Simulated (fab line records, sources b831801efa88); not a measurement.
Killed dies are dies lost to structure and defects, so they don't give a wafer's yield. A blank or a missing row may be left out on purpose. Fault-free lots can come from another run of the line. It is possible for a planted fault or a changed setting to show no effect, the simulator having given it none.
Struck lot and sound lot, side by side / flow sky130 / 16 out of 708 route steps
Sound: these wafers, L361.3, L361.5, L361.6. Struck: wafers L360.2, L360.4. (L360.3 of the same lot was not struck and is left out.) The cause comes at the end.
Per side, at each step with rows, come the tool, then ch with its chambers, and then its first start. Under that, the readings that differ: sound wafers / struck wafers / difference of the means / sigmas: that difference in standard deviations of wafers without a fault.
alike: words and numbers the same on both sides, and readings whose means are apart by under 2 such deviations; not compared: readings that were withheld, readings missing a value for some wafer, numbers with overlapping values and no deviation given by the record, and bounds like >300 which may hide the same value.
The two part at a step that has a row with sigmas, a row that says differs or no value, or rows on one side only. Numbers that don't overlap but have no deviation are shown without sigmas and don't part them. Lack of a reading on every wafer of one side parts them only where that side has two or more wafers.

first, 7 steps without rows for these wafers: SKY_METAL4_HMDS_06 (prime time 60 s); SKY_METAL4_COAT_07 (resist thk 60 nm); SKY_METAL4_COAT_08 (resist thk 1140 nm); SKY_METAL4_SOFTBAKE_09 (time 90 s); SKY_METAL4_EXPOSE_10 (exposes mask MM4, target cd 300 nm); SKY_METAL4_PEB_11; SKY_METAL4_DEVELOP_12 (develop time 60 s).
SKY_METAL4_CD_MEAS_13: the cd target is 300 nm.
  sound: cd-sem-02 at day 47 00:47; struck: cd-sem-01 at day 46 15:55
reading=cd-nm (nm); sound=296.6 297.5 297.4; struck=301.8 301.6; difference=+4.5; sigmas=+3
SKY_METAL4_OVL_MEAS_14:
  sound: overlay-01 at day 47 00:53; struck: overlay-01 at day 46 16:02
  alike: METAL4_OVL
SKY_METAL4_DESCUM_15: chemistry O2, time 8 s.
  sound on rie-metal-03 ch 0,1, day 47 00:55; struck on rie-metal-02 ch 1, day 46 16:04
reading=drypump-motor-current-A (A); sound=4.7 4.8 5.7; struck=6.2 6.3; difference=+1.2; sigmas=+2
  alike: oes-product-au, rf-fwd-power-W
  not compared: rf-hours-counter-h
SKY_METAL4_ETCH_16: etches BARC in N2/H2, stops on SiO2, time 88.2 s, target depth 60 nm.
  sound on rie-metal-03 ch 0,1, day 47 00:58; struck on rie-metal-02 ch 1, day 46 16:05
reading=drypump-motor-current-A (A); sound=4.7 4.8 5.7; struck=6.3 6.3; difference=+1.2; sigmas=+2
  alike: oes-product-au, rf-fwd-power-W, throttle-valve-pct
  not compared: rf-hours-counter-h
SKY_METAL4_ETCH_17: etches SiO2 in C4F8/O2/Ar, stops on TiN, time 3.9 s, target depth 15 nm.
  sound on rie-diel-02 ch 2,3, day 47 01:02; struck on rie-diel-03 ch 1,2, day 46 16:11
  alike: oes-product-au, rf-fwd-power-W
  not compared: rf-hours-counter-h
SKY_METAL4_METAL_ETCH_18: etches the open film in Cl2/BCl3, stops on SiO2, target depth 845 nm, time 183.1 s.
  sound on rie-metal-04 ch 0,1, day 47 01:07; struck on rie-metal-03 ch 0, day 46 16:13
reading=oes-product-au (a.u.); sound=0.867 0.858 0.862; struck=0.918 0.914; difference=+0.054; sigmas=+10
reading=over-etch-frac; sound=0.3 0.3 0.3; struck=0.17342 0.17342; difference=-0.12658; sigmas=
reading=model.KrF-thick_of_METAL4_COAT_08.thk-nm (nm); sound=530.7 512.4 526.7; struck=564.5 565.2; difference=+41.6; sigmas=
  alike: drypump-motor-current-A, rf-fwd-power-W, throttle-valve-pct
  not compared: rf-hours-counter-h, model.SiO2_of_VIA3_HDPCVD_00.thk-nm
SKY_METAL4_STRIP_19: strips in O2/N2.
  sound on plasma-asher-03 ch 0,1, day 47 01:16; struck on plasma-asher-01 ch 0,1, day 46 16:23
reading=oes-product-au (a.u.); sound=0.502 0.500 0.496; struck=0.506 0.523; difference=+0.015; sigmas=+2
reading=strip-time-to-endpoint-s (s); sound=6.57 6.39 6.53; struck=6.88 6.91; difference=+0.40; sigmas=+3
  alike: drypump-motor-current-A
  not compared: rf-hours-counter-h
then, 1 step without rows for these wafers: SKY_METAL4_STRIP_20 (strips in post etch residue remover, time 1200 s).
SKY_PAD_OPEN_PROBE_99:
  the record holds rows for the sound wafers here (prober-02, day 50 07:25) but none for the struck ones

== WHERE THEY PART ==
Last at SKY_PAD_OPEN_PROBE_99 as far as this record goes, first at SKY_METAL4_CD_MEAS_13.

WHY: what had been put in by the simulator
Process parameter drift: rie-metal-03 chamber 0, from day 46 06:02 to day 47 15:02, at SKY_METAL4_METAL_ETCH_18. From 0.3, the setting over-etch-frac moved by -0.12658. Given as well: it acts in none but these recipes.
